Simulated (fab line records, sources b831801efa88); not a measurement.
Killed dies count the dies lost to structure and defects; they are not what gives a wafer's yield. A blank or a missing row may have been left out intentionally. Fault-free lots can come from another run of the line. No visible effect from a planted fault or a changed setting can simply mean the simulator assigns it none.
Comparing a struck lot with a sound one ; flow sky130 ; 24 out of 708 route steps
Sound: the wafers L280.2, L280.3, L280.4. Wafers struck: L289.2, L289.4, L289.6. The cause is named last.
Order at every step that has rows: each side's tool, ch and its chambers, its first start. Under that, the readings that differ: sound wafers ; struck wafers ; difference of the means ; sigmas: that difference in standard deviations of wafers without a fault.
alike: a reading whose means differ by less than 2 such deviations, as well as words and numbers matching on both sides. not compared: withheld readings; readings where some wafer has no value; bounds like >300 that might hide an equal value; numbers whose values overlap and for which the record gives no deviation.
Wherever a step has rows on one side only, a row that says differs or no value, or a row with sigmas, the two part there. Numbers that have no deviation but don't overlap get no sigmas and don't part them. Lack of a reading on every wafer of one side parts them only where that side has two or more wafers.

first, 6 steps without rows for these wafers: SKY_PWDE_HMDS_01 (prime time 60 s); SKY_PWDE_COAT_02 (resist thk 3000 nm); SKY_PWDE_SOFTBAKE_03; SKY_PWDE_EXPOSE_04 (exposes mask PWDEM, target cd 840 nm); SKY_PWDE_PEB_05; SKY_PWDE_DEVELOP_06 (develop time 60 s).
SKY_PWDE_OVL_MEAS_07:
  sound: overlay-01 at day 5 23:35; struck: overlay-02 at day 8 00:32
  alike: PWDE_OVL
following that, these wafers have no rows for 1 step: SKY_PWDE_IMPLANT_08.
SKY_PWDE_STRIP_09: strips in O2/N2.
  sound on plasma-asher-01 ch 0,1, day 5 23:46; struck on plasma-asher-03 ch 1, day 8 00:43
  alike: drypump-motor-current-A, oes-product-au, strip-time-to-endpoint-s
  not compared: rf-hours-counter-h
SKY_PWDE_TW_MEAS_10:
  sound: film-metro-03 at day 5 23:53; struck: film-metro-03 at day 8 00:50
reading;sound;struck;difference;sigmas
PWDE_TW;368.7 365.6 366.3;373.6 370.0 373.8;+5.6;+2
then, 2 steps without rows for these wafers: SKY_NWELL_DEHYDRATE_03 (time 60 s); SKY_NWELL_HMDS_04 (prime time 60 s).
SKY_NWELL_COAT_05: resist thk 3000 nm.
  sound on litho-track-01 ch 0, day 6 08:46; struck on litho-track-02 ch 0, day 8 09:49
reading;sound;struck;difference;sigmas
model.coat_of_NWELL_COAT_05.thk-nm (nm);3002 3006 2999;1620 1619 1625;-1381;
  alike: exhaust-pa
then, 3 steps without rows for these wafers: SKY_NWELL_SOFTBAKE_06; SKY_NWELL_EXPOSE_07 (exposes mask NWM, target cd 840 nm); SKY_NWELL_PEB_08.
SKY_NWELL_DEVELOP_09: develop time 60 s.
  sound: litho-track-01 ch 0; struck: litho-track-01 ch 0
reading;sound;struck;difference;sigmas
exhaust-pa (Pa);44.4 43.0 42.5;46.2 45.3 44.5;+2.0;+2
model.coat_of_NWELL_COAT_05.thk-nm (nm);2998 3001 2995;1616 1615 1620;-1381;
SKY_NWELL_OVL_MEAS_10:
  sound: overlay-01 at day 6 18:14; struck: overlay-02 at day 8 20:08
  alike: NWELL_00_OVL
then, 3 steps without rows for these wafers: SKY_NWELL_IMPLANT_11; SKY_NWELL_IMPLANT_12; SKY_NWELL_IMPLANT_13.
SKY_NWELL_STRIP_14: strips in O2/N2.
  sound on plasma-asher-01 ch 0,1, day 6 18:43; struck on plasma-asher-02 ch 0,1, day 8 20:37
reading;sound;struck;difference;sigmas
strip-time-to-endpoint-s (s);36.95 36.98 36.90;20.88 20.85 20.94;-16.05;-99 or more
  alike: drypump-motor-current-A, oes-product-au
  not compared: rf-hours-counter-h
SKY_NWELL_TW_MEAS_15:
  sound: film-metro-01 at day 6 18:50; struck: film-metro-03 at day 8 20:44
reading;sound;struck;difference;sigmas
NWELL_TW;1787 1775 1782;1813 1804 1817;+30;+2
-- the record jumps here: 41 days lie between the struck wafers' starts before and after (it left off in module NWELL and takes up again in module PAD_OPEN, whose first step shown is number 708 of the route) --
SKY_PAD_OPEN_PROBE_99:
  sound: prober-01 at day 48 00:14; struck: prober-02 at day 49 22:52
reading;sound;struck;difference;sigmas
hold;- - -;await-dispo/2.2h/release await-dispo/2.2h/release await-dispo/2.2h/release;no value on the sound wafers;
model.etest.pfet_16v.r-on-ohm-um;1.517e+04 1.511e+04 1.504e+04;1.584e+04 1.58e+04 1.577e+04;+6.967e+02;
model.etest.nfet_16v.r-on-ohm-um;1.457e+04 1.474e+04 1.451e+04;1.364e+04 1.349e+04 1.355e+04;-1.047e+03;
model.etest.res-nwell.line-ohm-um;1080 1064 1074;1043 1044 1019;-37;
model.etest.res-nwell.width-nm (nm);838.6 837.8 835.3;938.1 938.2 940.2;+101.6;
model.etest.res-iso-pwell.width-nm (nm);2666 2658 2652;2595 2600 2601;-60;
model.etest.pfet_16v.drive-ua-um;243 243 244;229.5 230.4 229.2;-13.6;
  not compared: model.etest.iso-nwell-nwell.leak-log10-a-um

## WHERE THEY PART
Earliest at SKY_PWDE_TW_MEAS_10; latest, in this record, at SKY_PAD_OPEN_PROBE_99.

WHY: the cause the simulator had injected
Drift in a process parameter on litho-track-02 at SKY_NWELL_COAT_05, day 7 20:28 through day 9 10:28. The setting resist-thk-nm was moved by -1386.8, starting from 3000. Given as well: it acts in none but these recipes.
